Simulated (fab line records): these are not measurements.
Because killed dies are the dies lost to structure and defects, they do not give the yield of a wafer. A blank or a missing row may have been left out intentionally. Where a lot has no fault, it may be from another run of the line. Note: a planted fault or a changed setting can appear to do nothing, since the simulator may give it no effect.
fab line records	flow sky130
[record] lots = 7	wafers = 21	last_day = 50
route steps=708 shown LOCAL_INTERCONNECT@402 CONTACT@406
lots that met no fault: from a run of the same line without faults
start_h: the number of hours between the record's first day and the start of the first shown wafer of the lot	wait_h: hours since the lot's step before	" same as the row above	L1.1+2: several wafers, shown together as one row	- no value present, or no start provided	* or withheld: withheld	< > ~ a bound
route shown NAME@n: NAME is a module with steps in the file, n the number in the route of the first one	usual: mean/standard deviation taken from wafers without a fault	same: alike in all rows	chamber/n: place in a boat	sites: per-site readings	_std_site: the values' standard deviation	_edge_site: the outer-site mean with the inner-site mean subtracted	radius_mm: for every site, how far away it sits from the centre of the wafer	mask NAME#n: copy n	behind: the tool/chamber that last shaped the wafer	hold: the reason the lot was held/the length of the hold in hours/how it ended	device: the n, p or np transistor that did not switch	end of line: the route-end tests of the same wafers	a step with no rows: only its recipe	killed: count of dies lost to structure and defects at first sort (not the wafer's yield)	map: the dies of a wafer, with x for killed, . for not killed, _ for no die there
set.NAME: the setting the step ran with; set.NAME@STEP: the setting that earlier step ran with	model.NAME: the simulator's own value behind a step, which no gauge read
lots at selected steps of the route; one table per step, one row per wafer
services: the hour from which a tool's chamber was out of use, counted from the record's first day as start_h (under 0 if before that day), plus the number of hours and why
[[steps]]
[step SKY_LOCAL_INTERCONNECT_STRIP_15]
[recipe] chemistry = O2/N2	power_w = 1400	pressure_mtorr = 1500	platen_temp_c = withheld	o2_flow_sccm = 3000	n2_flow_sccm = 300	overash_fraction = 0.5
[usual] drypump_motor_current_A = 5.8/0.5	n2_flow_sccm = 300.0/0.88	oes_product_au = 0.427/0.0045	strip_time_to_endpoint_s = 4.735/0.022
lot.wafer	tool	chamber	start_h	wait_h	drypump_motor_current_A	n2_flow_sccm	oes_product_au	rf_hours_counter_h	strip_time_to_endpoint_s
L529.1	plasma_asher-02	1	696.58	0.0	5.8	300.0	0.427	102	4.716
L529.3	"	1	"	"	5.8	301.0	0.428	-	4.726
L529.6	"	1	"	"	5.8	299.2	0.424	-	4.731
L536.4	plasma_asher-04	1	764.96	0.1	5.4	300.9	0.425	-	4.712
L536.5	"	0	"	"	6.6	299.1	0.429	-	4.749
L536.6	"	1	"	"	5.4	301.0	0.426	-	4.715
L537.2	plasma_asher-03	1	776.62	0.0	5.1	299.4	0.427	63	4.745
L537.3	"	1	"	"	5.1	300.5	0.441	-	4.732
L537.6	"	1	"	"	5.1	300.1	0.433	-	4.731
L539.1	plasma_asher-04	0	789.97	0.0	6.7	301.2	0.426	96	4.728
L539.2	"	1	"	"	5.4	298.9	0.429	96	4.741
L539.6	"	0	"	"	6.7	300.2	0.430	-	4.737
L547.2	plasma_asher-03	1	867.53	0.0	5.1	301.0	0.426	72	4.706
L547.3	"	1	"	"	5.1	300.1	0.425	-	4.708
L547.6	"	1	"	"	5.1	300.2	0.434	-	4.697
L550.2	plasma_asher-04	0	876.04	0.1	6.6	299.6	0.422	105	4.742
L550.4	"	1	"	"	5.4	300.2	0.427	-	4.720
L550.6	"	0	"	"	6.6	299.2	0.419	-	4.726
L551.1	plasma_asher-03	1	882.19	0.0	5.1	298.9	0.427	73	4.710
L551.4	"	0	"	"	6.1	300.3	0.429	-	4.738
L551.6	"	1	"	"	5.1	299.7	0.421	-	4.745
[step SKY_LOCAL_INTERCONNECT_STRIP_16]
[recipe] chemistry = post_etch_residue_remover	time_s = 1200	temp_c = 72.5
[step SKY_LOCAL_INTERCONNECT_CLEAN_17]
[recipe] chemistry = IPA	time_s = 180	temp_c = 25
[step SKY_LOCAL_INTERCONNECT_CLEAN_18]
[recipe] chemistry = O3/DIW	dry = n2_spin
[step SKY_CONTACT_CVD_00]
[recipe] material = Si3N4	target_thk_nm = 75	temp_c = 400	time_s = withheld	rf_w = 450
[usual] heater_power_w = 738/75
lot.wafer	tool	chamber	start_h	wait_h	heater_power_w
L529.1	pecvd-01	2	697.18	0.0	708
L529.3	"	1	"	"	692
L529.6	"	2	"	"	712
L536.4	pecvd-04	2	765.63	0.0	840
L536.5	"	0	"	"	679
L536.6	"	1	"	"	870
L537.2	pecvd-02	1	777.21	0.0	696
L537.3	"	2	"	"	765
L537.6	"	1	"	"	695
L539.1	pecvd-02	2	790.59	0.0	789
L539.2	"	1	"	"	584
L539.6	"	2	"	"	810
L547.2	pecvd-02	2	868.12	0.0	804
L547.3	"	0	"	"	773
L547.6	"	2	"	"	794
L550.2	pecvd-04	0	876.67	0.0	715
L550.4	"	0	"	"	711
L550.6	"	1	"	"	877
L551.1	pecvd-01	0	882.79	0.0	644
L551.4	"	0	"	"	665
L551.6	"	2	"	"	788
[step SKY_CONTACT_THK_MEAS_01]
[recipe] reads = Si3N4_of_CONTACT_CVD_00
[usual] CONTACT_CVD_00_THK = 74.8/1.1
lot.wafer	tool	chamber	start_h	wait_h	CONTACT_CVD_00_THK[nm]
L529.1	film_metro-04	-	697.21	-	75.3
L529.3	"	-	"	"	74.0
L529.6	"	-	"	"	77.2
L536.4	film_metro-01	-	765.67	-	74.9
L536.5	"	-	"	"	75.2
L536.6	"	-	"	"	76.0
L537.2	film_metro-01	-	777.26	-	75.0
L537.3	"	-	"	"	75.2
L537.6	"	-	"	"	75.6
L539.1	film_metro-03	-	790.63	-	74.4
L539.2	"	-	"	"	73.5
L539.6	"	-	"	"	74.8
L547.2	film_metro-04	-	868.17	-	73.1
L547.3	"	-	"	"	74.0
L547.6	"	-	"	"	74.2
L550.2	film_metro-01	-	876.71	-	74.4
L550.4	"	-	"	"	75.5
L550.6	"	-	"	"	76.4
L551.1	film_metro-03	-	882.83	-	74.4
L551.4	"	-	"	"	76.3
L551.6	"	-	"	"	74.3
[step SKY_CONTACT_HDPCVD_02]
[recipe] material = SiO2	target_thk_nm = 565	sigma_open_frac = 0.3	time_s = 94.2	temp_c = 600	sih4_flow_sccm = 60	pressure_mtorr = 6
[step SKY_CONTACT_THK_MEAS_03]
[recipe] reads = SiO2_of_CONTACT_HDPCVD_02
[usual] CONTACT_HDPCVD_THK = 565/7
lot.wafer	tool	chamber	start_h	wait_h	CONTACT_HDPCVD_THK[nm]
L529.1	film_metro-01	-	697.34	0.0	559
L529.3	"	-	"	"	565
L529.6	"	-	"	"	556
L536.4	film_metro-03	-	765.84	0.1	562
L536.5	"	-	"	"	569
L536.6	"	-	"	"	578
L537.2	film_metro-03	-	777.39	0.0	548
L537.3	"	-	"	"	560
L537.6	"	-	"	"	558
L539.1	film_metro-03	-	790.76	0.0	568
L539.2	"	-	"	"	566
L539.6	"	-	"	"	565
L547.2	film_metro-03	-	868.30	0.0	553
L547.3	"	-	"	"	573
L547.6	"	-	"	"	554
L550.2	film_metro-01	-	876.84	0.0	571
L550.4	"	-	"	"	551
L550.6	"	-	"	"	569
L551.1	film_metro-04	-	882.96	0.0	568
L551.4	"	-	"	"	580
L551.6	"	-	"	"	569
[step SKY_CONTACT_CMP_04]
[recipe] material = SiO2	down_force_psi = 4	platen_rpm = 60	pad_velocity_m_s = 0.94248
[usual] motor_current_A = 12.4/1.7	slurry_flow_ml_min = 150.0/0.41	time_to_endpoint_s = 83/5.3
lot.wafer	tool	chamber	start_h	wait_h	motor_current_A	slurry_flow_ml_min	time_to_endpoint_s
L529.3	cmp-01	1	697.40	0.0	11.6	150.4	90
L529.1	"	3	"	"	12.8	150.3	83
L529.6	"	2	"	"	11.0	150.6	84
L536.4	cmp-02	1	766.02	0.2	9.5	150.2	88
L536.5	"	2	"	"	13.0	149.8	84
L536.6	"	3	"	"	14.8	149.6	90
L537.2	cmp-02	0	777.54	0.1	10.1	150.1	84
L537.3	"	1	"	"	10.0	149.5	89
L537.6	"	2	"	"	13.4	150.1	76
L539.1	cmp-02	3	790.82	0.1	15.1	150.3	87
L539.2	"	2	"	"	12.3	150.6	80
L539.6	"	0	"	"	10.2	149.2	86
L547.2	cmp-02	0	868.45	0.1	9.7	149.7	82
L547.3	"	1	"	"	9.9	150.2	86
L547.6	"	2	"	"	12.4	150.0	77
L550.2	cmp-01	0	876.89	0.0	14.1	149.8	80
L550.4	"	3	"	"	13.0	149.9	70
L550.6	"	1	"	"	12.0	150.1	81
L551.4	cmp-01	0	883.07	0.1	13.9	149.2	83
L551.1	"	2	"	"	11.4	150.6	77
L551.6	"	0	"	"	13.1	150.7	84
[step SKY_CONTACT_BOW_MEAS_05]
[recipe] mode = bow
[usual] CONTACT_BOW = 81/7.3
lot.wafer	tool	chamber	start_h	wait_h	CONTACT_BOW[um]
L529.1	film_metro-04	-	697.70	0.1	88
L529.3	"	-	"	"	93
L529.6	"	-	"	"	81
L536.4	film_metro-01	-	766.23	0.2	72
L536.5	"	-	"	"	77
L536.6	"	-	"	"	90
L537.2	film_metro-01	-	777.76	0.2	67
L537.3	"	-	"	"	65
L537.6	"	-	"	"	76
L539.1	film_metro-01	-	791.12	0.2	93
L539.2	"	-	"	"	86
L539.6	"	-	"	"	87
L547.2	film_metro-04	-	868.67	0.2	90
L547.3	"	-	"	"	89
L547.6	"	-	"	"	92
L550.2	film_metro-04	-	877.21	0.3	82
L550.4	"	-	"	"	76
L550.6	"	-	"	"	78
L551.1	film_metro-04	-	883.32	0.1	72
L551.4	"	-	"	"	79
L551.6	"	-	"	"	72
[step SKY_CONTACT_DEHYDRATE_06]
[recipe] temp_c = 200	time_s = 60
[step SKY_CONTACT_HMDS_07]
[recipe] prime_time_s = 60	prime_temp_c = 120
[step SKY_CONTACT_COAT_08]
[recipe] resist = BARC	temp_c = withheld	time_s = withheld	spin_rpm = 3000	resist_thk_nm = 60
[usual] spin_speed_rpm = 3000.1/2
lot.wafer	tool	chamber	start_h	wait_h	spin_speed_rpm
L529.1	litho_track-03	0	711.40	0.1	3000.7
L529.3	"	0	"	"	3000.5
L529.6	"	0	"	"	2998.4
L536.4	litho_track-01	0	778.59	0.1	2717.9
L536.5	"	0	"	"	2722.9
L536.6	"	0	"	"	2720.7
L537.2	litho_track-01	0	791.14	0.1	2721.7
L537.3	"	0	"	"	2716.8
L537.6	"	0	"	"	2720.9
L539.1	litho_track-01	0	803.82	0.1	2720.6
L539.2	"	0	"	"	2720.3
L539.6	"	0	"	"	2720.2
L547.2	litho_track-03	0	881.23	0.1	3003.2
L547.3	"	0	"	"	3001.8
L547.6	"	0	"	"	3000.8
L550.2	litho_track-03	0	889.98	0.1	2998.8
L550.4	"	0	"	"	2999.1
L550.6	"	0	"	"	2997.7
L551.1	litho_track-01	0	895.52	0.1	3001.6
L551.4	"	0	"	"	3001.9
L551.6	"	0	"	"	2999.0
[step SKY_CONTACT_COAT_09]
[recipe] resist = KrF-thick	spin_rpm = 3000	resist_thk_nm = 450
[step SKY_CONTACT_SOFTBAKE_10]
[recipe] temp_c = 100	time_s = 90	resist = KrF-thick
[step SKY_CONTACT_EXPOSE_11]
[recipe] mask_id = CTM1	na = 0.8	source_shape = annular	sigma_inner = 0.55	sigma_outer = 0.85	target_cd_nm = 170	dose_mj = 38
[step SKY_CONTACT_PEB_12]
[recipe] peb_temp_c = withheld	peb_time_s = withheld	resist = KrF-thick
[step SKY_CONTACT_DEVELOP_13]
[recipe] develop_time_s = 60	resist = KrF-thick	dev_temp_c = 21
[step SKY_CONTACT_CD_MEAS_14]
[recipe] target_cd_nm = 170
[usual] cd_nm = 170.3/1.6
lot.wafer	tool	chamber	start_h	wait_h	cd_nm
L529.1	cd_sem-01	-	725.07	-	165.6
L529.3	"	-	"	"	167.3
L529.6	"	-	"	"	167.4
L536.4	cd_sem-01	-	792.71	-	171.4
L536.5	"	-	"	"	171.7
L536.6	"	-	"	"	170.9
L537.2	cd_sem-01	-	804.28	-	171.1
L537.3	"	-	"	"	170.9
L537.6	"	-	"	"	171.3
L539.1	cd_sem-01	-	817.97	-	172.2
L539.2	"	-	"	"	172.6
L539.6	"	-	"	"	171.6
L547.2	cd_sem-01	-	893.64	-	171.2
L547.3	"	-	"	"	170.9
L547.6	"	-	"	"	171.3
L550.2	cd_sem-01	-	902.37	-	169.2
L550.4	"	-	"	"	169.3
L550.6	"	-	"	"	169.0
L551.1	cd_sem-01	-	908.55	-	172.4
L551.4	"	-	"	"	171.8
L551.6	"	-	"	"	172.3
[step SKY_CONTACT_OVL_MEAS_15]
[usual] CONTACT_OVL = 4/4.5
lot.wafer	tool	chamber	start_h	wait_h	CONTACT_OVL[nm]
L529.1	overlay-02	-	725.19	0.1	-3
L529.3	"	-	"	"	4
L529.6	"	-	"	"	1
L536.4	overlay-02	-	792.79	0.1	2
L536.5	"	-	"	"	-1
L536.6	"	-	"	"	6
L537.2	overlay-01	-	804.39	0.1	6
L537.3	"	-	"	"	0
L537.6	"	-	"	"	7
L539.1	overlay-02	-	818.09	0.1	7
L539.2	"	-	"	"	6
L539.6	"	-	"	"	3
L547.2	overlay-02	-	893.75	0.1	-2
L547.3	"	-	"	"	6
L547.6	"	-	"	"	-1
L550.2	overlay-01	-	902.48	0.1	1
L550.4	"	-	"	"	10
L550.6	"	-	"	"	8
L551.1	overlay-02	-	908.67	0.1	8
L551.4	"	-	"	"	7
L551.6	"	-	"	"	3
[step SKY_CONTACT_ETCH_16]
[recipe] chemistry = N2/H2	target = BARC	ion_energy_ev = 200	source_w = 500	bias_w = 100	pressure_mtorr = 30	n2_flow_sccm = 100	h2_flow_sccm = 200	stop_on = SiO2	time_s = 45.9	target_depth_a = 600
[usual] drypump_motor_current_A = 5.6/0.48	h2_flow_sccm = 200.0/0.6	n2_flow_sccm = 100.03/0.28	oes_product_au = 0.855/0.0049	throttle_valve_pct = 13.226/0.0087
lot.wafer	tool	chamber	start_h	wait_h	drypump_motor_current_A	h2_flow_sccm	n2_flow_sccm	oes_product_au	rf_hours_counter_h	throttle_valve_pct	model.etch.depth_nm
L529.1	rie_diel-03	3	725.22	0.0	5.5	200.2	99.69	0.857	12	13.214	60.09
L529.3	"	0	"	"	6.6	199.5	100.21	0.850	20	13.221	59.84
L529.6	"	2	"	"	5.1	199.8	100.30	0.859	-	13.233	60.01
L536.4	rie_diel-03	2	792.83	0.0	5.1	200.6	100.02	0.879	-	13.230	62.89
L536.5	"	1	"	"	5.5	200.7	100.35	0.878	-	13.237	62.99
L536.6	"	3	"	"	5.5	200.1	99.92	0.879	-	13.208	63.12
L537.2	rie_diel-03	1	804.42	0.0	5.6	200.1	99.79	0.882	8	13.207	62.81
L537.3	"	2	"	"	5.1	201.1	99.86	0.874	7	13.233	62.91
L537.6	"	0	"	"	6.6	200.2	99.79	0.875	-	13.225	62.77
L539.1	rie_diel-03	2	818.13	0.0	5.1	199.9	99.77	0.880	7	13.228	63.06
L539.2	"	3	"	"	5.5	199.9	100.06	0.875	14	13.221	63.02
L539.6	"	0	"	"	6.6	200.5	99.91	0.882	-	13.237	63.06
L547.2	rie_diel-02	0	893.78	0.0	4.9	199.4	99.27	0.851	7	13.225	59.92
L547.3	"	1	"	"	5.2	199.6	99.99	0.857	5	13.229	59.97
L547.6	"	3	"	"	5.7	200.4	100.44	0.849	-	13.225	59.88
L550.2	rie_diel-03	3	902.51	0.0	5.6	199.3	99.89	0.856	17	13.233	60.38
L550.4	"	2	"	"	5.1	200.0	100.05	0.864	10	13.223	60.38
L550.6	"	2	"	"	5.1	200.5	100.18	0.846	-	13.225	60.13
L551.1	rie_diel-01	1	908.71	0.0	5.0	198.8	99.94	0.852	4	13.242	59.88
L551.4	"	2	"	"	5.5	200.4	100.47	0.861	11	13.226	59.9
L551.6	"	3	"	"	6.2	199.8	99.61	0.856	-	13.245	59.74
[step SKY_CONTACT_ETCH_17]
[recipe] target = SiO2	chemistry = C4F8/O2/Ar	stop_on = Si3N4	mask_material = KrF-thick	source_w = 1500	bias_w = 1200	pressure_mtorr = 40	c4f8_flow_sccm = withheld	O2_flow_sccm = 6	Ar_flow_sccm = 300	time_s = withheld	target_depth_a = 3400
[usual] oes_product_au = 0.893/0.0047
lot.wafer	tool	chamber	start_h	wait_h	oes_product_au
L529.1	rie_diel-03	3	725.27	0.0	0.887
L529.3	"	0	"	"	0.895
L529.6	"	2	"	"	0.886
L536.4	rie_diel-03	2	792.88	0.0	0.899
L536.5	"	1	"	"	0.893
L536.6	"	3	"	"	0.889
L537.2	rie_diel-03	1	804.46	0.0	0.891
L537.3	"	2	"	"	0.899
L537.6	"	0	"	"	0.894
L539.1	rie_diel-03	2	818.17	0.0	0.895
L539.2	"	3	"	"	0.883
L539.6	"	0	"	"	0.897
L547.2	rie_diel-02	0	893.82	0.0	0.893
L547.3	"	1	"	"	0.892
L547.6	"	3	"	"	0.884
L550.2	rie_diel-03	3	902.55	0.0	0.884
L550.4	"	2	"	"	0.892
L550.6	"	2	"	"	0.894
L551.1	rie_diel-01	1	908.75	0.0	0.898
L551.4	"	2	"	"	0.898
L551.6	"	3	"	"	0.890
[[services]]
tool	chamber	start_h	hours	kind
cmp-01	-	676.99	0.8	repair
cmp-01	-	683.09	5.9	repair
pecvd-02	0	704.74	3.8	repair
cmp-02	-	719.46	2.6	repair
cmp-01	-	738.47	2.0	repair
pecvd-02	1	739.82	7.6	repair
rie_diel-03	-	752.99	15.6	pm
cmp-01	-	753.95	0.7	repair
cmp-01	-	759.44	4.0	pm
plasma_asher-03	-	766.22	1.0	repair
cmp-01	-	768.78	6.8	pm
rie_diel-03	0	784.59	11.3	repair
plasma_asher-03	-	816.28	0.7	repair
rie_diel-03	1	816.81	5.8	repair
cmp-01	-	830.07	1.5	repair
cmp-02	-	843.07	4.3	repair
cmp-02	-	861.57	3.0	pm
cmp-01	-	879.41	0.2	repair
cmp-01	-	881.21	0.3	repair
rie_diel-03	0	886.47	6.3	repair
cmp-01	-	891.57	0.3	repair
plasma_asher-03	-	899.60	15.6	pm
plasma_asher-04	-	903.55	5.6	repair
rie_diel-03	2	903.91	3.3	repair
[[key]]
[first_sign] step = SKY_CONTACT_COAT_08	reading = spin_speed_rpm	direction = down	sigmas = 99+	usual = 3000.1	struck = 2720.2
[effect] step = SKY_CONTACT_ETCH_16	reading = oes_product_au	direction = up	sigmas = 4.8	usual = 0.855	struck = 0.878
[model_effect] step = SKY_CONTACT_ETCH_16	value = etch.depth_nm	without = 59.96	struck = 62.96
met_at SKY_CONTACT_COAT_08
struck_wafers L536.4,L536.5,L536.6,L537.2,L537.3,L537.6,L539.1,L539.2,L539.6
sort_left_out L539.1,L539.2,L539.6
tester_left_out L536,L537,L539
[fault] kind = process_parameter_drift	tool = litho_track-01	chamber = -	onset_h = 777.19	steps = SKY_CONTACT_COAT_08	channel = spin_rpm	offset = -279.27	shape = step	end_h = 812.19	acts_in = these_recipes_only	stated = 3000
// tester_left_out: of these lots the tester's yield and bins aren't shown, on N5 and GAA mostly nor the transistor test; their killed dies are dies lost to structure and defects alone, not to doping, threshold or leakage, so they don't give the yield
// sort_left_out: the simulated sort isn't trusted on such a fault, so these wafers' sort isn't shown, and their yield isn't known
